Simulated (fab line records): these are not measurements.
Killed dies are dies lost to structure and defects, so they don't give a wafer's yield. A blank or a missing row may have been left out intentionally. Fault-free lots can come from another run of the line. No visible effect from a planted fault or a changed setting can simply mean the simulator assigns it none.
Which tool was responsible? :: flow gf180mcu :: 18 wafers from 6 lots sampled at 2 of the route's 602 steps

== WHAT THE GAUGES SHOWED, per wafer ==
GF_VT_IMPLANT_TW_MEAS_21.
lot: L468
measured: day 6 10:31
on: film metro-01
VT_IMPLANT_2_TW: 1238 1233 1231

lot: L470
measured: day 7 00:39
on: film metro-01
VT_IMPLANT_2_TW: 1225 1222 1224

lot: L476
measured: day 8 14:34
on: film metro-02
VT_IMPLANT_2_TW: 1169 1169 1175

lot: L484
measured: day 10 17:32
on: film metro-04
VT_IMPLANT_2_TW: 1217 1232 1230

lot: L486
measured: day 11 07:14
on: film metro-02
VT_IMPLANT_2_TW: 1202 1211 1212

lot: L488
measured: day 11 18:52
on: film metro-02
VT_IMPLANT_2_TW: 1206 1208 1200

== EACH LOT AND THE TOOL THAT RAN IT (in order: tool; ch and the chambers of the sampled wafers; start) ==
lot: L468
GF_VT_IMPLANT_IMPLANT_19: implanter-03 ch 0, day 6 10:17

lot: L470
GF_VT_IMPLANT_IMPLANT_19: implanter-03 ch 0, day 7 00:25

lot: L476
GF_VT_IMPLANT_IMPLANT_19: implanter-03 ch 0, day 8 14:20

lot: L484
GF_VT_IMPLANT_IMPLANT_19: implanter-04 ch 0, day 10 17:20

lot: L486
GF_VT_IMPLANT_IMPLANT_19: implanter-03 ch 0, day 11 06:59

lot: L488
GF_VT_IMPLANT_IMPLANT_19: implanter-01 ch 0, day 11 18:37
- GF_VT_IMPLANT_IMPLANT_19

== THE ANSWER, worked out from the rows above alone ==
Rule: the usual values come from the lots themselves. The widest of any qualifying gaps counts: lots, ordered by their means at a reading, are off when they make up no more than a third of the lots, leave a main group of 4 or more, and stand apart from it by 3 or more times the standard deviation of that group's means. Not used: any main group whose means are identical at the precision the tables above print for the reading. Also off: a lot with no number at a reading for which 4 or more lots have one. Where the step has rows for the other lots, those lots are counted as sound.
Off: L476, at GF_VT_IMPLANT_TW_MEAS_21 (VT_IMPLANT_2_TW). The main group has a mean of 1219 with a standard deviation of 11.
If a tool, at a process step before that reading, ran all the lots that are off and no sound lot after the first of them, it fits. Gauges at GF_VT_IMPLANT_TW_MEAS_21: tried the same way as those tools. None of those tried fits.

== WHAT HAD BEEN PUT IN BY THE SIMULATOR ==
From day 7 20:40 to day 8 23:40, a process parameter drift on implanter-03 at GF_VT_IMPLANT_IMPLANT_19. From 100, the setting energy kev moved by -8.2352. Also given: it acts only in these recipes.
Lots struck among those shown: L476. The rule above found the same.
